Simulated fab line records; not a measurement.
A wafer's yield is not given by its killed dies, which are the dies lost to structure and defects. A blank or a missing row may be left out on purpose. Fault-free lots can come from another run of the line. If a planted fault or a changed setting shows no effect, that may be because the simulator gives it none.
Chamber matching | flow sky130 | SKY_VIA4_CMP_02 on cmp-02: 4 sister chambers
The step polishes SiO2. 16 wafers are shown with their chamber, then 8 later ones without.

## WAFERS PAIRED WITH THEIR CHAMBERS
wafer  | chamber | motor current A (A) | slurry filter dp kPa (kPa)
L819.1 | 0       | 9.9                 | 13.32
L819.5 | 3       | 11.5                | 13.53
L819.6 | 2       | 13.2                | 13.41
L824.1 | 3       | 11.3                | 13.42
L824.2 | 1       | 12.0                | 13.58
L824.4 | 2       | 13.5                | 13.59
L829.1 | 1       | 12.4                | 13.59
L829.3 | 3       | 11.4                | 13.41
L829.5 | 0       | 10.3                | 13.34
L831.1 | 3       | 11.5                | 13.49
L831.2 | 0       | 9.9                 | 13.72
L831.5 | 1       | 13.7                | 13.30
L833.1 | 1       | 13.2                | 13.71
L833.2 | 3       | 11.6                | 13.53
L833.4 | 0       | 10.2                | 13.41
L834.2 | 1       | 12.7                | 13.36

SIGNATURES, as means of the wafers listed above
reading              | chamber 0 | chamber 1 | chamber 2 | chamber 3 | scatter within a chamber
motor current A      | 10.075    | 12.800    | 13.350    | 11.460    | 0.409
slurry filter dp kPa | 13.4475   | 13.5080   | 13.5000   | 13.4760   | 0.145
Rule: a wafer lies at a distance from a chamber equal to the root of the sum of squares, over the readings, of (its reading less the chamber's mean, divided by the reading's scatter). The wafer belongs to the nearest chamber; if the next one is less than 2 further off, it can't be placed. How the scatter is found: for the shown wafers, subtract from each reading the mean of its chamber, square and add these, divide the total by (wafers less chambers), then take the root.

## WAFERS MISSING THEIR CHAMBER
wafer  | motor current A (A) | slurry filter dp kPa (kPa)
L834.4 | 10.0                | 13.45
L834.6 | 10.4                | 13.57
L835.2 | 9.6                 | 13.46
L835.3 | 12.7                | 13.29
L835.4 | 13.1                | 13.59
L836.3 | 10.3                | 13.41
L836.4 | 13.4                | 13.50
L836.5 | 9.9                 | 13.54

## WHICH CHAMBER EACH WENT THROUGH
wafer  | from the rows above          | in truth
L834.4 | 0                            | 0
L834.6 | can't be placed: 0 or 3      | 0
L835.2 | 0                            | 0
L835.3 | can't be placed: 1 or 2 or 3 | 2
L835.4 | can't be placed: 2 or 1      | 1
L836.3 | 0                            | 0
L836.4 | can't be placed: 2 or 1      | 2
L836.5 | 0                            | 0
4 of 8 placed correctly. These rows do not allow placing 4 (true chamber among the candidates in 4). 0 placed wrongly.
